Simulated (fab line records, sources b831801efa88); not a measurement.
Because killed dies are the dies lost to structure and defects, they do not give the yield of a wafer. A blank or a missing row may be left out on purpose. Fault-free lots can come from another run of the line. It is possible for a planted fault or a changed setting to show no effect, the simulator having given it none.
Chamber matching / flow sky130 / 3 sister chambers for SKY_CAP2M_CVD_00 on pecvd-01
The step deposits SiO2, target thk 15.5 nm. 20 wafers are shown with their chamber, then 10 later ones without.

== WAFERS PAIRED WITH THEIR CHAMBERS ==
wafer=L074.2; chamber=1; heaterPowerW (W)=588
wafer=L074.3; chamber=0; heaterPowerW (W)=661
wafer=L074.6; chamber=2; heaterPowerW (W)=667
wafer=L076.1; chamber=0; heaterPowerW (W)=659
wafer=L076.2; chamber=2; heaterPowerW (W)=818
wafer=L076.6; chamber=2; heaterPowerW (W)=833
wafer=L078.2; chamber=1; heaterPowerW (W)=686
wafer=L078.5; chamber=0; heaterPowerW (W)=632
wafer=L078.6; chamber=2; heaterPowerW (W)=741
wafer=L079.3; chamber=0; heaterPowerW (W)=661
wafer=L079.4; chamber=2; heaterPowerW (W)=812
wafer=L079.6; chamber=1; heaterPowerW (W)=655
wafer=L083.1; chamber=0; heaterPowerW (W)=605
wafer=L083.2; chamber=2; heaterPowerW (W)=752
wafer=L083.6; chamber=0; heaterPowerW (W)=609
wafer=L085.2; chamber=0; heaterPowerW (W)=596
wafer=L085.4; chamber=0; heaterPowerW (W)=602
wafer=L085.5; chamber=2; heaterPowerW (W)=793
wafer=L087.2; chamber=0; heaterPowerW (W)=672
wafer=L087.3; chamber=1; heaterPowerW (W)=603

SIGNATURES, as means of the wafers listed above
reading=heaterPowerW; chamber 0=633.00; chamber 1=633.00; chamber 2=773.71; scatter within a chamber=44.7
Rule: a wafer lies at a distance from a chamber equal to the root of the sum of squares, over the readings, of (its reading less the chamber's mean, divided by the reading's scatter). If the next closest chamber is less than 2 further off than the closest, the wafer can't be placed; otherwise it belongs to the closest. How the scatter is found: for the shown wafers, subtract from each reading the mean of its chamber, square and add these, divide the total by (wafers less chambers), then take the root.

== WAFERS WHOSE CHAMBER IS MISSING ==
wafer=L087.6; heaterPowerW (W)=829
wafer=L089.1; heaterPowerW (W)=779
wafer=L089.4; heaterPowerW (W)=769
wafer=L089.6; heaterPowerW (W)=661
wafer=L091.2; heaterPowerW (W)=816
wafer=L091.5; heaterPowerW (W)=699
wafer=L091.6; heaterPowerW (W)=846
wafer=L095.1; heaterPowerW (W)=554
wafer=L095.4; heaterPowerW (W)=573
wafer=L095.5; heaterPowerW (W)=820

== WHICH CHAMBER EACH WENT THROUGH ==
wafer=L087.6; from the rows above=2; in truth=2
wafer=L089.1; from the rows above=2; in truth=2
wafer=L089.4; from the rows above=2; in truth=2
wafer=L089.6; from the rows above=can't be placed: 0 or 1 or 2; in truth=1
wafer=L091.2; from the rows above=2; in truth=2
wafer=L091.5; from the rows above=can't be placed: 0 or 1 or 2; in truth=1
wafer=L091.6; from the rows above=2; in truth=2
wafer=L095.1; from the rows above=can't be placed: 0 or 1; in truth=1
wafer=L095.4; from the rows above=can't be placed: 0 or 1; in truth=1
wafer=L095.5; from the rows above=2; in truth=2
Correct placement for 6 of the 10. Unplaceable from these rows: 4, with the true chamber sitting among the candidates in 4. Number placed wrongly: 0.
